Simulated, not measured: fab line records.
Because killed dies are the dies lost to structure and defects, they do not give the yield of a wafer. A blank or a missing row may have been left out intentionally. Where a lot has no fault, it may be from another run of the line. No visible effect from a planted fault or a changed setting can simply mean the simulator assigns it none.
fab line records / flow sfqLine
record: lots: 7 wafers: 21 lastDay: 92
route steps=325 shown I3@147 M4@148
lots that met no fault: from a run of the same line without faults
startH: the number of hours between the record's first day and the start of the first shown wafer of the lot / waitH: hours since the lot's step before / " same as the row above / L1.1+2: one row covering several wafers at once / - no value, or no start given / * or withheld: withheld / < > ~ a bound
route shown NAME@n: NAME is a module with steps in the file, n the number in the route of the first one / usual: mean and standard deviation over wafers with no fault / same: alike in all rows / chamber/n: place in a boat / sites: each site's reading / _std_site: the values' standard deviation / _edge_site: mean of outer sites minus mean of inner sites / radiusMm: how far each site lies from the wafer's centre / mask NAME#n: copy n / behind: the most recent tool/chamber to have shaped the wafer / hold: the reason the lot was held/the length of the hold in hours/how it ended / device: transistor that didn't switch, given as n, p or np / end of line: tests of these same wafers at the route's end / step lacking rows: just its recipe / killed: at the first sort, the dies lost to defects and structure; wafer yield is something else / map: dies across one wafer; x = killed, . = not, _ = none there
set.NAME: the setting the step ran with; set.NAME@STEP: the setting that earlier step ran with / model.NAME: the simulator's own value behind a step, which no gauge read
certain route steps with their lots: each step a table, each wafer a row
services: when a tool's chamber went out of use (startH, in hours from the record's first day, below 0 if earlier), for how many hours, and the reason
== steps ==
step: SFQ_TRILAYER_I3_VIA_STRIP_SOLV_CLEAN_090
recipe: chemistry: NMP tempC: 70 timeS: 600
step: SFQ_TRILAYER_M4_DEP_PRE_CLEAN_092
recipe: gas: Ar timeS: 22.5 biasV: 250
step: SFQ_TRILAYER_M4_DEP_SPUTTER_091
recipe: material: Nb basePressurePa: 1.33e-06 chamberPressurePa: 0.1333 substrateTempC: 20 resputterCathodeVoltageV: 400 targetThkNm: 200 powerW: 2000 timeS: 133.3
usual: throttleValvePct: 30.0/1.1
lot.wafer=L460.2 tool=pvdSputter-03 chamber=- startH=1039.02 waitH=0.0 throttleValvePct=30.6
lot.wafer=L460.3 tool=pvdSputter-03 chamber=- startH=1039.02 waitH=0.0 throttleValvePct=29.9
lot.wafer=L460.6 tool=pvdSputter-03 chamber=- startH=1039.02 waitH=0.0 throttleValvePct=29.0
lot.wafer=L470.2 tool=pvdSputter-03 chamber=- startH=1120.63 waitH=0.0 throttleValvePct=29.6
lot.wafer=L470.4 tool=pvdSputter-03 chamber=- startH=1120.63 waitH=0.0 throttleValvePct=31.0
lot.wafer=L470.5 tool=pvdSputter-03 chamber=- startH=1120.63 waitH=0.0 throttleValvePct=31.7
lot.wafer=L471.1 tool=pvdSputter-05 chamber=- startH=1132.46 waitH=0.0 throttleValvePct=28.2
lot.wafer=L471.2 tool=pvdSputter-05 chamber=- startH=1132.46 waitH=0.0 throttleValvePct=31.0
lot.wafer=L471.6 tool=pvdSputter-05 chamber=- startH=1132.46 waitH=0.0 throttleValvePct=30.9
lot.wafer=L472.1 tool=pvdSputter-03 chamber=- startH=1139.66 waitH=0.0 throttleValvePct=31.6
lot.wafer=L472.2 tool=pvdSputter-03 chamber=- startH=1139.66 waitH=0.0 throttleValvePct=29.5
lot.wafer=L472.4 tool=pvdSputter-03 chamber=- startH=1139.66 waitH=0.0 throttleValvePct=28.7
lot.wafer=L478.2 tool=pvdSputter-06 chamber=- startH=1203.66 waitH=0.0 throttleValvePct=31.4
lot.wafer=L478.4 tool=pvdSputter-06 chamber=- startH=1203.66 waitH=0.0 throttleValvePct=30.1
lot.wafer=L478.6 tool=pvdSputter-06 chamber=- startH=1203.66 waitH=0.0 throttleValvePct=29.0
lot.wafer=L480.1 tool=pvdSputter-06 chamber=- startH=1227.66 waitH=0.0 throttleValvePct=31.2
lot.wafer=L480.2 tool=pvdSputter-06 chamber=- startH=1227.66 waitH=0.0 throttleValvePct=29.2
lot.wafer=L480.6 tool=pvdSputter-06 chamber=- startH=1227.66 waitH=0.0 throttleValvePct=28.9
lot.wafer=L481.1 tool=pvdSputter-03 chamber=- startH=1236.06 waitH=0.0 throttleValvePct=32.1
lot.wafer=L481.4 tool=pvdSputter-03 chamber=- startH=1236.06 waitH=0.0 throttleValvePct=28.6
lot.wafer=L481.6 tool=pvdSputter-03 chamber=- startH=1236.06 waitH=0.0 throttleValvePct=28.6
step: SFQ_M4_RS_MEAS_924
recipe: thkMeasGauge: four-point-probe reads: Nb_of_TRILAYER_M4_DEP_SPUTTER_091
usual: M4_NB_RS: 0.894/0.0094
lot.wafer=L460.2 tool=filmMetro-01 chamber=- startH=1039.13 waitH=0.1 M4_NB_RS[ohm/sq]=0.898
lot.wafer=L460.3 tool=filmMetro-01 chamber=- startH=1039.13 waitH=0.1 M4_NB_RS[ohm/sq]=0.896
lot.wafer=L460.6 tool=filmMetro-01 chamber=- startH=1039.13 waitH=0.1 M4_NB_RS[ohm/sq]=0.899
lot.wafer=L470.2 tool=filmMetro-02 chamber=- startH=1120.75 waitH=0.1 M4_NB_RS[ohm/sq]=0.874
lot.wafer=L470.4 tool=filmMetro-02 chamber=- startH=1120.75 waitH=0.1 M4_NB_RS[ohm/sq]=0.881
lot.wafer=L470.5 tool=filmMetro-02 chamber=- startH=1120.75 waitH=0.1 M4_NB_RS[ohm/sq]=0.891
lot.wafer=L471.1 tool=filmMetro-02 chamber=- startH=1132.55 waitH=0.0 M4_NB_RS[ohm/sq]=0.903
lot.wafer=L471.2 tool=filmMetro-02 chamber=- startH=1132.55 waitH=0.0 M4_NB_RS[ohm/sq]=0.887
lot.wafer=L471.6 tool=filmMetro-02 chamber=- startH=1132.55 waitH=0.0 M4_NB_RS[ohm/sq]=0.887
lot.wafer=L472.1 tool=filmMetro-03 chamber=- startH=1139.75 waitH=0.0 M4_NB_RS[ohm/sq]=0.891
lot.wafer=L472.2 tool=filmMetro-03 chamber=- startH=1139.75 waitH=0.0 M4_NB_RS[ohm/sq]=0.885
lot.wafer=L472.4 tool=filmMetro-03 chamber=- startH=1139.75 waitH=0.0 M4_NB_RS[ohm/sq]=0.889
lot.wafer=L478.2 tool=filmMetro-03 chamber=- startH=1203.77 waitH=0.1 M4_NB_RS[ohm/sq]=0.904
lot.wafer=L478.4 tool=filmMetro-03 chamber=- startH=1203.77 waitH=0.1 M4_NB_RS[ohm/sq]=0.893
lot.wafer=L478.6 tool=filmMetro-03 chamber=- startH=1203.77 waitH=0.1 M4_NB_RS[ohm/sq]=0.888
lot.wafer=L480.1 tool=filmMetro-02 chamber=- startH=1227.75 waitH=0.0 M4_NB_RS[ohm/sq]=0.893
lot.wafer=L480.2 tool=filmMetro-02 chamber=- startH=1227.75 waitH=0.0 M4_NB_RS[ohm/sq]=0.883
lot.wafer=L480.6 tool=filmMetro-02 chamber=- startH=1227.75 waitH=0.0 M4_NB_RS[ohm/sq]=0.889
lot.wafer=L481.1 tool=filmMetro-03 chamber=- startH=1236.15 waitH=0.0 M4_NB_RS[ohm/sq]=0.893
lot.wafer=L481.4 tool=filmMetro-03 chamber=- startH=1236.15 waitH=0.0 M4_NB_RS[ohm/sq]=0.897
lot.wafer=L481.6 tool=filmMetro-03 chamber=- startH=1236.15 waitH=0.0 M4_NB_RS[ohm/sq]=0.898
step: SFQ_TRILAYER_M4_LITHO_COAT_098
recipe: resist: BARC spinRpm: 3000 resistThkNm: 62
step: SFQ_TRILAYER_M4_LITHO_COAT_093
recipe: resist: KrF spinRpm: 3000 resistThkNm: 600
step: SFQ_TRILAYER_M4_LITHO_SOFTBAKE_097
recipe: tempC: withheld timeS: withheld resist: KrF
step: SFQ_TRILAYER_M4_LITHO_EXPOSE_094
recipe: maskId: M4 na: 0.6 sourceShape: conventional sigmaOuter: 0.65 targetCdNm: 500 doseMj: 14.4
step: SFQ_TRILAYER_M4_LITHO_PEB_096
recipe: pebTempC: 115 pebTimeS: 60 resist: KrF
step: SFQ_TRILAYER_M4_LITHO_DEVELOP_095
recipe: timeS: 60 resist: KrF
step: SFQ_M4_OVL_MEAS_926
usual: M4_OVL: -1/6.3
lot.wafer=L460.2 tool=overlay-02 chamber=- startH=1054.78 waitH=0.1 M4_OVL[nm]=4
lot.wafer=L460.3 tool=overlay-02 chamber=- startH=1054.78 waitH=0.1 M4_OVL[nm]=10
lot.wafer=L460.6 tool=overlay-02 chamber=- startH=1054.78 waitH=0.1 M4_OVL[nm]=5
lot.wafer=L470.2 tool=overlay-02 chamber=- startH=1123.16 waitH=0.1 M4_OVL[nm]=1
lot.wafer=L470.4 tool=overlay-02 chamber=- startH=1123.16 waitH=0.1 M4_OVL[nm]=3
lot.wafer=L470.5 tool=overlay-02 chamber=- startH=1123.16 waitH=0.1 M4_OVL[nm]=-10
lot.wafer=L471.1 tool=overlay-01 chamber=- startH=1134.98 waitH=0.1 M4_OVL[nm]=4
lot.wafer=L471.2 tool=overlay-01 chamber=- startH=1134.98 waitH=0.1 M4_OVL[nm]=-1
lot.wafer=L471.6 tool=overlay-01 chamber=- startH=1134.98 waitH=0.1 M4_OVL[nm]=-1
lot.wafer=L472.1 tool=overlay-01 chamber=- startH=1142.18 waitH=0.1 M4_OVL[nm]=-10
lot.wafer=L472.2 tool=overlay-01 chamber=- startH=1142.18 waitH=0.1 M4_OVL[nm]=-6
lot.wafer=L472.4 tool=overlay-01 chamber=- startH=1142.18 waitH=0.1 M4_OVL[nm]=-7
lot.wafer=L478.2 tool=overlay-02 chamber=- startH=1331.24 waitH=0.1 M4_OVL[nm]=2
lot.wafer=L478.4 tool=overlay-02 chamber=- startH=1331.24 waitH=0.1 M4_OVL[nm]=3
lot.wafer=L478.6 tool=overlay-02 chamber=- startH=1331.24 waitH=0.1 M4_OVL[nm]=5
lot.wafer=L480.1 tool=overlay-02 chamber=- startH=1351.76 waitH=0.1 M4_OVL[nm]=-2
lot.wafer=L480.2 tool=overlay-02 chamber=- startH=1351.76 waitH=0.1 M4_OVL[nm]=-3
lot.wafer=L480.6 tool=overlay-02 chamber=- startH=1351.76 waitH=0.1 M4_OVL[nm]=-4
lot.wafer=L481.1 tool=overlay-02 chamber=- startH=1358.96 waitH=0.1 M4_OVL[nm]=1
lot.wafer=L481.4 tool=overlay-02 chamber=- startH=1358.96 waitH=0.1 M4_OVL[nm]=4
lot.wafer=L481.6 tool=overlay-02 chamber=- startH=1358.96 waitH=0.1 M4_OVL[nm]=11
step: SFQ_TRILAYER_M4_BARC_OPEN_METAL_ETCH_123
recipe: maskMaterial: PR chemistry: O2 targetDepthNm: 125 target: BARC icpW: 600 biasW: 80 pressureMtorr: 10 timeS: 41.7
usual: drypumpMotorCurrentA: 5.87/0.25 oesProductAu: 0.685/0.0043
lot.wafer=L460.2 tool=rieMetal-04 chamber=1 startH=1054.81 waitH=0.0 drypumpMotorCurrentA=6.17 oesProductAu=0.681 rfHoursCounterH=93 model.KrF_of_TRILAYER_M4_LITHO_COAT_093.thkNm=521.5
lot.wafer=L460.3 tool=rieMetal-04 chamber=1 startH=1054.81 waitH=0.0 drypumpMotorCurrentA=6.17 oesProductAu=0.682 rfHoursCounterH=- model.KrF_of_TRILAYER_M4_LITHO_COAT_093.thkNm=522.8
lot.wafer=L460.6 tool=rieMetal-04 chamber=0 startH=1054.81 waitH=0.0 drypumpMotorCurrentA=5.75 oesProductAu=0.686 rfHoursCounterH=- model.KrF_of_TRILAYER_M4_LITHO_COAT_093.thkNm=523.2
lot.wafer=L470.2 tool=rieMetal-03 chamber=0 startH=1123.19 waitH=0.0 drypumpMotorCurrentA=5.89 oesProductAu=0.691 rfHoursCounterH=3 model.KrF_of_TRILAYER_M4_LITHO_COAT_093.thkNm=537.3
lot.wafer=L470.4 tool=rieMetal-03 chamber=1 startH=1123.19 waitH=0.0 drypumpMotorCurrentA=5.75 oesProductAu=0.690 rfHoursCounterH=- model.KrF_of_TRILAYER_M4_LITHO_COAT_093.thkNm=537
lot.wafer=L470.5 tool=rieMetal-03 chamber=0 startH=1123.19 waitH=0.0 drypumpMotorCurrentA=5.91 oesProductAu=0.689 rfHoursCounterH=- model.KrF_of_TRILAYER_M4_LITHO_COAT_093.thkNm=537.2
lot.wafer=L471.1 tool=rieMetal-03 chamber=1 startH=1135.02 waitH=0.0 drypumpMotorCurrentA=5.73 oesProductAu=0.681 rfHoursCounterH=109 model.KrF_of_TRILAYER_M4_LITHO_COAT_093.thkNm=536
lot.wafer=L471.2 tool=rieMetal-03 chamber=0 startH=1135.02 waitH=0.0 drypumpMotorCurrentA=5.88 oesProductAu=0.681 rfHoursCounterH=4 model.KrF_of_TRILAYER_M4_LITHO_COAT_093.thkNm=535.8
lot.wafer=L471.6 tool=rieMetal-03 chamber=0 startH=1135.02 waitH=0.0 drypumpMotorCurrentA=5.91 oesProductAu=0.686 rfHoursCounterH=- model.KrF_of_TRILAYER_M4_LITHO_COAT_093.thkNm=536.9
lot.wafer=L472.1 tool=rieMetal-03 chamber=1 startH=1142.22 waitH=0.0 drypumpMotorCurrentA=5.74 oesProductAu=0.680 rfHoursCounterH=110 model.KrF_of_TRILAYER_M4_LITHO_COAT_093.thkNm=537.6
lot.wafer=L472.2 tool=rieMetal-03 chamber=0 startH=1142.22 waitH=0.0 drypumpMotorCurrentA=5.93 oesProductAu=0.681 rfHoursCounterH=5 model.KrF_of_TRILAYER_M4_LITHO_COAT_093.thkNm=537.8
lot.wafer=L472.4 tool=rieMetal-03 chamber=0 startH=1142.22 waitH=0.0 drypumpMotorCurrentA=5.92 oesProductAu=0.687 rfHoursCounterH=- model.KrF_of_TRILAYER_M4_LITHO_COAT_093.thkNm=539.4
lot.wafer=L478.2 tool=rieMetal-04 chamber=1 startH=1331.27 waitH=0.0 drypumpMotorCurrentA=6.20 oesProductAu=0.679 rfHoursCounterH=133 model.KrF_of_TRILAYER_M4_LITHO_COAT_093.thkNm=522.6
lot.wafer=L478.4 tool=rieMetal-04 chamber=0 startH=1331.27 waitH=0.0 drypumpMotorCurrentA=5.73 oesProductAu=0.686 rfHoursCounterH=- model.KrF_of_TRILAYER_M4_LITHO_COAT_093.thkNm=522.7
lot.wafer=L478.6 tool=rieMetal-04 chamber=0 startH=1331.27 waitH=0.0 drypumpMotorCurrentA=5.79 oesProductAu=0.686 rfHoursCounterH=- model.KrF_of_TRILAYER_M4_LITHO_COAT_093.thkNm=522.2
lot.wafer=L480.1 tool=rieMetal-03 chamber=0 startH=1351.80 waitH=0.0 drypumpMotorCurrentA=5.91 oesProductAu=0.676 rfHoursCounterH=37 model.KrF_of_TRILAYER_M4_LITHO_COAT_093.thkNm=524.3
lot.wafer=L480.2 tool=rieMetal-03 chamber=1 startH=1351.80 waitH=0.0 drypumpMotorCurrentA=5.77 oesProductAu=0.684 rfHoursCounterH=1 model.KrF_of_TRILAYER_M4_LITHO_COAT_093.thkNm=523.6
lot.wafer=L480.6 tool=rieMetal-03 chamber=1 startH=1351.80 waitH=0.0 drypumpMotorCurrentA=5.76 oesProductAu=0.685 rfHoursCounterH=- model.KrF_of_TRILAYER_M4_LITHO_COAT_093.thkNm=521.8
lot.wafer=L481.1 tool=rieMetal-03 chamber=1 startH=1359.00 waitH=0.0 drypumpMotorCurrentA=5.73 oesProductAu=0.688 rfHoursCounterH=2 model.KrF_of_TRILAYER_M4_LITHO_COAT_093.thkNm=524
lot.wafer=L481.4 tool=rieMetal-03 chamber=1 startH=1359.00 waitH=0.0 drypumpMotorCurrentA=5.75 oesProductAu=0.683 rfHoursCounterH=- model.KrF_of_TRILAYER_M4_LITHO_COAT_093.thkNm=522.7
lot.wafer=L481.6 tool=rieMetal-03 chamber=1 startH=1359.00 waitH=0.0 drypumpMotorCurrentA=5.75 oesProductAu=0.684 rfHoursCounterH=- model.KrF_of_TRILAYER_M4_LITHO_COAT_093.thkNm=522.4
step: SFQ_TRILAYER_M4_ETCH_METAL_ETCH_096
recipe: target: Nb stopOn: SiO2 maskMaterial: PR chemistry: Cl2/Ar targetDepthNm: 240 icpW: 600 biasW: 80 pressureMtorr: 10 timeS: 120
usual: drypumpMotorCurrentA: 5.86/0.24 oesProductAu: 0.892/0.0064
lot.wafer=L460.2 tool=rieMetal-04 chamber=1 startH=1054.87 waitH=0.0 drypumpMotorCurrentA=6.16 oesProductAu=0.886 rfHoursCounterH=93 model.KrF_of_TRILAYER_M4_LITHO_COAT_093.thkNm=379.4
lot.wafer=L460.3 tool=rieMetal-04 chamber=1 startH=1054.87 waitH=0.0 drypumpMotorCurrentA=6.12 oesProductAu=0.883 rfHoursCounterH=- model.KrF_of_TRILAYER_M4_LITHO_COAT_093.thkNm=379.8
lot.wafer=L460.6 tool=rieMetal-04 chamber=0 startH=1054.87 waitH=0.0 drypumpMotorCurrentA=5.75 oesProductAu=0.889 rfHoursCounterH=- model.KrF_of_TRILAYER_M4_LITHO_COAT_093.thkNm=380.3
lot.wafer=L470.2 tool=rieMetal-03 chamber=0 startH=1123.25 waitH=0.0 drypumpMotorCurrentA=5.90 oesProductAu=0.905 rfHoursCounterH=3 model.KrF_of_TRILAYER_M4_LITHO_COAT_093.thkNm=398.2
lot.wafer=L470.4 tool=rieMetal-03 chamber=1 startH=1123.25 waitH=0.0 drypumpMotorCurrentA=5.75 oesProductAu=0.895 rfHoursCounterH=- model.KrF_of_TRILAYER_M4_LITHO_COAT_093.thkNm=396.4
lot.wafer=L470.5 tool=rieMetal-03 chamber=0 startH=1123.25 waitH=0.0 drypumpMotorCurrentA=5.89 oesProductAu=0.891 rfHoursCounterH=- model.KrF_of_TRILAYER_M4_LITHO_COAT_093.thkNm=398.1
lot.wafer=L471.1 tool=rieMetal-03 chamber=1 startH=1135.08 waitH=0.0 drypumpMotorCurrentA=5.76 oesProductAu=0.884 rfHoursCounterH=109 model.KrF_of_TRILAYER_M4_LITHO_COAT_093.thkNm=396
lot.wafer=L471.2 tool=rieMetal-03 chamber=0 startH=1135.08 waitH=0.0 drypumpMotorCurrentA=5.88 oesProductAu=0.894 rfHoursCounterH=4 model.KrF_of_TRILAYER_M4_LITHO_COAT_093.thkNm=396.7
lot.wafer=L471.6 tool=rieMetal-03 chamber=0 startH=1135.08 waitH=0.0 drypumpMotorCurrentA=5.91 oesProductAu=0.902 rfHoursCounterH=- model.KrF_of_TRILAYER_M4_LITHO_COAT_093.thkNm=397.6
lot.wafer=L472.1 tool=rieMetal-03 chamber=1 startH=1142.28 waitH=0.0 drypumpMotorCurrentA=5.73 oesProductAu=0.898 rfHoursCounterH=110 model.KrF_of_TRILAYER_M4_LITHO_COAT_093.thkNm=396.7
lot.wafer=L472.2 tool=rieMetal-03 chamber=0 startH=1142.28 waitH=0.0 drypumpMotorCurrentA=5.92 oesProductAu=0.890 rfHoursCounterH=5 model.KrF_of_TRILAYER_M4_LITHO_COAT_093.thkNm=395.8
lot.wafer=L472.4 tool=rieMetal-03 chamber=0 startH=1142.28 waitH=0.0 drypumpMotorCurrentA=5.88 oesProductAu=0.889 rfHoursCounterH=- model.KrF_of_TRILAYER_M4_LITHO_COAT_093.thkNm=399.4
lot.wafer=L478.2 tool=rieMetal-04 chamber=1 startH=1331.33 waitH=0.0 drypumpMotorCurrentA=6.15 oesProductAu=0.887 rfHoursCounterH=133 model.KrF_of_TRILAYER_M4_LITHO_COAT_093.thkNm=380.2
lot.wafer=L478.4 tool=rieMetal-04 chamber=0 startH=1331.33 waitH=0.0 drypumpMotorCurrentA=5.77 oesProductAu=0.890 rfHoursCounterH=- model.KrF_of_TRILAYER_M4_LITHO_COAT_093.thkNm=383.2
lot.wafer=L478.6 tool=rieMetal-04 chamber=0 startH=1331.33 waitH=0.0 drypumpMotorCurrentA=5.77 oesProductAu=0.902 rfHoursCounterH=- model.KrF_of_TRILAYER_M4_LITHO_COAT_093.thkNm=383
lot.wafer=L480.1 tool=rieMetal-03 chamber=0 startH=1351.85 waitH=0.0 drypumpMotorCurrentA=5.90 oesProductAu=0.892 rfHoursCounterH=37 model.KrF_of_TRILAYER_M4_LITHO_COAT_093.thkNm=384.8
lot.wafer=L480.2 tool=rieMetal-03 chamber=1 startH=1351.85 waitH=0.0 drypumpMotorCurrentA=5.74 oesProductAu=0.888 rfHoursCounterH=1 model.KrF_of_TRILAYER_M4_LITHO_COAT_093.thkNm=383.7
lot.wafer=L480.6 tool=rieMetal-03 chamber=1 startH=1351.85 waitH=0.0 drypumpMotorCurrentA=5.73 oesProductAu=0.897 rfHoursCounterH=- model.KrF_of_TRILAYER_M4_LITHO_COAT_093.thkNm=381.4
lot.wafer=L481.1 tool=rieMetal-03 chamber=1 startH=1359.05 waitH=0.0 drypumpMotorCurrentA=5.75 oesProductAu=0.890 rfHoursCounterH=2 model.KrF_of_TRILAYER_M4_LITHO_COAT_093.thkNm=382
lot.wafer=L481.4 tool=rieMetal-03 chamber=1 startH=1359.05 waitH=0.0 drypumpMotorCurrentA=5.74 oesProductAu=0.891 rfHoursCounterH=- model.KrF_of_TRILAYER_M4_LITHO_COAT_093.thkNm=380.4
lot.wafer=L481.6 tool=rieMetal-03 chamber=1 startH=1359.05 waitH=0.0 drypumpMotorCurrentA=5.77 oesProductAu=0.897 rfHoursCounterH=- model.KrF_of_TRILAYER_M4_LITHO_COAT_093.thkNm=380.6
step: SFQ_TRILAYER_M4_STRIP_STRIP_097
recipe: gas: O2 powerW: 200 platenTempC: 40 overashFraction: 0.65 chemistry: O2 pressureMtorr: 50
usual: drypumpMotorCurrentA: 5.86/0.24 oesProductAu: 1.002/0.0081
lot.wafer=L460.2 tool=rieMetal-04 chamber=1 startH=1055.00 waitH=0.1 drypumpMotorCurrentA=6.16 oesProductAu=1.011 rfHoursCounterH=93
lot.wafer=L460.3 tool=rieMetal-04 chamber=1 startH=1055.00 waitH=0.1 drypumpMotorCurrentA=6.17 oesProductAu=1.011 rfHoursCounterH=-
lot.wafer=L460.6 tool=rieMetal-04 chamber=0 startH=1055.00 waitH=0.1 drypumpMotorCurrentA=5.78 oesProductAu=1.011 rfHoursCounterH=-
lot.wafer=L470.2 tool=rieMetal-03 chamber=0 startH=1123.38 waitH=0.1 drypumpMotorCurrentA=5.92 oesProductAu=0.994 rfHoursCounterH=3
lot.wafer=L470.4 tool=rieMetal-03 chamber=1 startH=1123.38 waitH=0.1 drypumpMotorCurrentA=5.74 oesProductAu=1.002 rfHoursCounterH=-
lot.wafer=L470.5 tool=rieMetal-03 chamber=0 startH=1123.38 waitH=0.1 drypumpMotorCurrentA=5.90 oesProductAu=1.003 rfHoursCounterH=-
lot.wafer=L471.1 tool=rieMetal-03 chamber=1 startH=1135.20 waitH=0.1 drypumpMotorCurrentA=5.74 oesProductAu=1.005 rfHoursCounterH=109
lot.wafer=L471.2 tool=rieMetal-03 chamber=0 startH=1135.20 waitH=0.1 drypumpMotorCurrentA=5.95 oesProductAu=0.991 rfHoursCounterH=4
lot.wafer=L471.6 tool=rieMetal-03 chamber=0 startH=1135.20 waitH=0.1 drypumpMotorCurrentA=5.90 oesProductAu=0.996 rfHoursCounterH=-
lot.wafer=L472.1 tool=rieMetal-03 chamber=1 startH=1142.40 waitH=0.1 drypumpMotorCurrentA=5.77 oesProductAu=1.007 rfHoursCounterH=110
lot.wafer=L472.2 tool=rieMetal-03 chamber=0 startH=1142.40 waitH=0.1 drypumpMotorCurrentA=5.87 oesProductAu=0.991 rfHoursCounterH=5
lot.wafer=L472.4 tool=rieMetal-03 chamber=0 startH=1142.40 waitH=0.1 drypumpMotorCurrentA=5.91 oesProductAu=0.996 rfHoursCounterH=-
lot.wafer=L478.2 tool=rieMetal-04 chamber=1 startH=1331.45 waitH=0.1 drypumpMotorCurrentA=6.15 oesProductAu=1.004 rfHoursCounterH=133
lot.wafer=L478.4 tool=rieMetal-04 chamber=0 startH=1331.45 waitH=0.1 drypumpMotorCurrentA=5.80 oesProductAu=1.001 rfHoursCounterH=-
lot.wafer=L478.6 tool=rieMetal-04 chamber=0 startH=1331.45 waitH=0.1 drypumpMotorCurrentA=5.81 oesProductAu=0.990 rfHoursCounterH=-
lot.wafer=L480.1 tool=rieMetal-03 chamber=0 startH=1351.98 waitH=0.1 drypumpMotorCurrentA=5.93 oesProductAu=0.997 rfHoursCounterH=37
lot.wafer=L480.2 tool=rieMetal-03 chamber=1 startH=1351.98 waitH=0.1 drypumpMotorCurrentA=5.76 oesProductAu=1.016 rfHoursCounterH=1
lot.wafer=L480.6 tool=rieMetal-03 chamber=1 startH=1351.98 waitH=0.1 drypumpMotorCurrentA=5.76 oesProductAu=1.007 rfHoursCounterH=-
lot.wafer=L481.1 tool=rieMetal-03 chamber=1 startH=1359.18 waitH=0.1 drypumpMotorCurrentA=5.74 oesProductAu=1.002 rfHoursCounterH=2
lot.wafer=L481.4 tool=rieMetal-03 chamber=1 startH=1359.18 waitH=0.1 drypumpMotorCurrentA=5.72 oesProductAu=0.996 rfHoursCounterH=-
lot.wafer=L481.6 tool=rieMetal-03 chamber=1 startH=1359.18 waitH=0.1 drypumpMotorCurrentA=5.74 oesProductAu=0.997 rfHoursCounterH=-
== services ==
tool=pvdSputter-03 chamber=- startH=1026.68 hours=4.4 kind=repair
tool=rieMetal-04 chamber=- startH=1038.78 hours=0.9 kind=repair
tool=rieMetal-03 chamber=- startH=1045.41 hours=0.5 kind=repair
tool=pvdSputter-06 chamber=- startH=1047.91 hours=2.0 kind=repair
tool=rieMetal-03 chamber=0 startH=1082.17 hours=- kind=clean
tool=rieMetal-03 chamber=0 startH=1082.17 hours=- kind=consumableReplace:focusRing
tool=rieMetal-03 chamber=0 startH=1082.17 hours=18.1 kind=scheduledDown
tool=rieMetal-03 chamber=0 startH=1082.17 hours=18.1 kind=ventCycle
tool=rieMetal-03 chamber=- startH=1127.90 hours=1.1 kind=repair
tool=rieMetal-04 chamber=0 startH=1170.05 hours=- kind=clean
tool=rieMetal-04 chamber=- startH=1183.46 hours=2.8 kind=pm
tool=pvdSputter-03 chamber=- startH=1185.53 hours=2.1 kind=repair
tool=pvdSputter-06 chamber=- startH=1199.22 hours=2.0 kind=repair
tool=pvdSputter-06 chamber=- startH=1204.93 hours=1.4 kind=repair
tool=pvdSputter-03 chamber=- startH=1246.08 hours=3.9 kind=repair
tool=rieMetal-04 chamber=- startH=1271.19 hours=2.3 kind=repair
tool=pvdSputter-03 chamber=- startH=1285.59 hours=9.6 kind=repair
tool=rieMetal-04 chamber=- startH=1306.57 hours=0.8 kind=repair
tool=pvdSputter-05 chamber=- startH=1307.48 hours=6.8 kind=repair
tool=rieMetal-03 chamber=1 startH=1329.17 hours=- kind=clean
tool=rieMetal-03 chamber=1 startH=1329.17 hours=- kind=consumableReplace:focusRing
tool=rieMetal-03 chamber=1 startH=1329.17 hours=12.5 kind=scheduledDown
tool=rieMetal-03 chamber=1 startH=1329.17 hours=12.5 kind=ventCycle
tool=rieMetal-03 chamber=- startH=1332.52 hours=0.1 kind=repair
== key ==
firstSign none at tools or gauges
modelEffect: step: SFQ_TRILAYER_M4_BARC_OPEN_METAL_ETCH_123 value: KrF_of_TRILAYER_M4_LITHO_COAT_093.thkNm without: 523.5 struck: 537.2
modelEffect: step: SFQ_TRILAYER_M4_ETCH_METAL_ETCH_096 value: KrF_of_TRILAYER_M4_LITHO_COAT_093.thkNm without: 383.5 struck: 397.2
metAt SFQ_TRILAYER_M4_BARC_OPEN_METAL_ETCH_123
struckWafers L470.2,L470.4,L470.5,L471.1,L471.2,L471.6,L472.1,L472.2,L472.4
fault: kind: processParameterDrift tool: rieMetal-03 chamber: - onsetH: 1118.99 steps: SFQ_TRILAYER_M4_BARC_OPEN_METAL_ETCH_123 channel: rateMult offset: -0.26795 shape: step endH: 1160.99
